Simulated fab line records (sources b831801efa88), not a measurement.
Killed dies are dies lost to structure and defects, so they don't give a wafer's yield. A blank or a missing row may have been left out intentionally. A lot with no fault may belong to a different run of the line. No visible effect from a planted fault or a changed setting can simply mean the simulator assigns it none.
Commonality check across tools	flow gf180mcu	13 lots and 39 wafers in the sample

## WHY IT WAS OPENED
GF_V4_THK_MEAS_01, reading V4_CVD_00_THK: flagged on 2 of 13 lots. No-fault wafers: 604 nm, standard deviation 6.9.
Rule: flag the lot when none of its wafers has a number, or when each of its wafers that has one lies beyond 4 standard deviations from that mean. The other lots count as sound.

lot	measured	on	V4_CVD_00_THK (nm), wafer by wafer	flag
L936	day 23 12:16	film_metro-01	603 602 595	
L937	day 24 01:46	film_metro-04	614 616 607	
L938	day 24 04:06	film_metro-04	600 606 601	
L939	day 24 15:57	film_metro-04	600 614 605	
L940	day 24 19:43	film_metro-01	593 600 617	
L941	day 25 07:31	film_metro-03	594 600 590	
L942	day 25 15:20	film_metro-04	606 595 599	
L945	day 26 16:19	film_metro-04	618 594 604	
L946	day 26 22:09	film_metro-03	907 913 902	FLAGGED
L948	day 27 14:20	film_metro-03	899 898 911	FLAGGED
L954	day 29 08:41	film_metro-03	605 609 604	
L958	day 30 08:16	film_metro-04	613 611 606	
L959	day 30 15:16	film_metro-04	608 603 610	
The mean of the flagged lots' numbers is 905 nm, +301 nm from the usual (+44 standard deviations).

## LOT BY LOT: THE TOOL USED
2 process steps preceding the reading are held in the record, out of 602 steps in the route. Cell contents, in order: the tool; ch with the chambers the sampled wafers went through; the start.
lot	flag	GF_M4_SPUTTER_03	GF_V4_CVD_00
L936		pvd_sputter-04, day 22 13:46	hdpcvd-02 ch 0,2, day 23 12:12
L937		pvd_sputter-04, day 23 01:48	hdpcvd-02 ch 0,1, day 24 01:41
L938		pvd_sputter-01, day 23 05:17	hdpcvd-01 ch 0,1, day 24 04:01
L939		pvd_sputter-02, day 23 16:48	hdpcvd-01 ch 0,1,2, day 24 15:53
L940		pvd_sputter-04, day 23 20:55	hdpcvd-02 ch 1,2, day 24 19:37
L941		pvd_sputter-02, day 24 09:11	hdpcvd-02 ch 0,2, day 25 07:26
L942		pvd_sputter-02, day 24 16:37	hdpcvd-02 ch 0,1,2, day 25 15:16
L945		pvd_sputter-02, day 25 18:20	hdpcvd-01 ch 0,1,2, day 26 16:13
L946	FLAGGED	pvd_sputter-02, day 26 01:08	hdpcvd-02 ch 1,2, day 26 22:04
L948	FLAGGED	pvd_sputter-04, day 26 17:33	hdpcvd-02 ch 0,1, day 27 14:16
L954		pvd_sputter-04, day 28 12:42	hdpcvd-01 ch 0,1,2, day 29 08:37
L958		pvd_sputter-01, day 29 12:05	hdpcvd-01 ch 1,2, day 30 08:12
L959		pvd_sputter-02, day 29 19:56	hdpcvd-01 ch 0,1,2, day 30 15:13
What these steps do:
- GF_M4_SPUTTER_03: material Ti, target thk 10 nm, time 6.7 s.
- GF_V4_CVD_00: deposits SiO2, target thk 600 nm, time 100 s.
- GF_V4_THK_MEAS_01

## FLAGGED OVER TOTAL, TOOL BY TOOL (the gauges that took the reading come last)
step	tool	lots run	flagged	share of the flagged lots	sound lots run after its first flagged lot
GF_M4_SPUTTER_03	pvd_sputter-01	2	0	none	-
GF_M4_SPUTTER_03	pvd_sputter-02	6	1	some	1 (L959)
GF_M4_SPUTTER_03	pvd_sputter-04	5	1	some	1 (L954)
GF_V4_CVD_00	hdpcvd-01	6	0	none	-
GF_V4_CVD_00	hdpcvd-02	7	2	all	0
GF_V4_THK_MEAS_01	film_metro-01	2	0	none	-
GF_V4_THK_MEAS_01	film_metro-03	4	2	all	1 (L954)
GF_V4_THK_MEAS_01	film_metro-04	7	0	none	-

## WHAT THE TABLE PERMITS
Rows of the table that ran all the flagged lots, 2 in number: hdpcvd-02 at GF_V4_CVD_00; film_metro-03 at GF_V4_THK_MEAS_01.
- hdpcvd-02 at GF_V4_CVD_00 ran 7 lots, 2 of them flagged. Last sound lot L942 at day 25 15:16, first flagged lot L946 at day 26 22:04; a fault beginning in between fits. Its own readings lie more than 4 standard deviations out on every wafer of the flagged lots: sih4_flow_sccm.
- film_metro-03 at GF_V4_THK_MEAS_01 ran 4 lots, 2 of them flagged. After the first flagged lot (L954), sound lots still ran on it; a lasting fault on the whole tool would not permit that.
Just one tool remains: hdpcvd-02 at GF_V4_CVD_00.

## WHAT HAD BEEN PUT IN BY THE SIMULATOR
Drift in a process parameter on hdpcvd-02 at GF_V4_CVD_00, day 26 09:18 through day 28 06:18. The setting sih4_flow_sccm was moved by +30, starting from 60. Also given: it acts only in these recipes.
Lots struck among those shown: L946, L948. Same finding as the rule above.
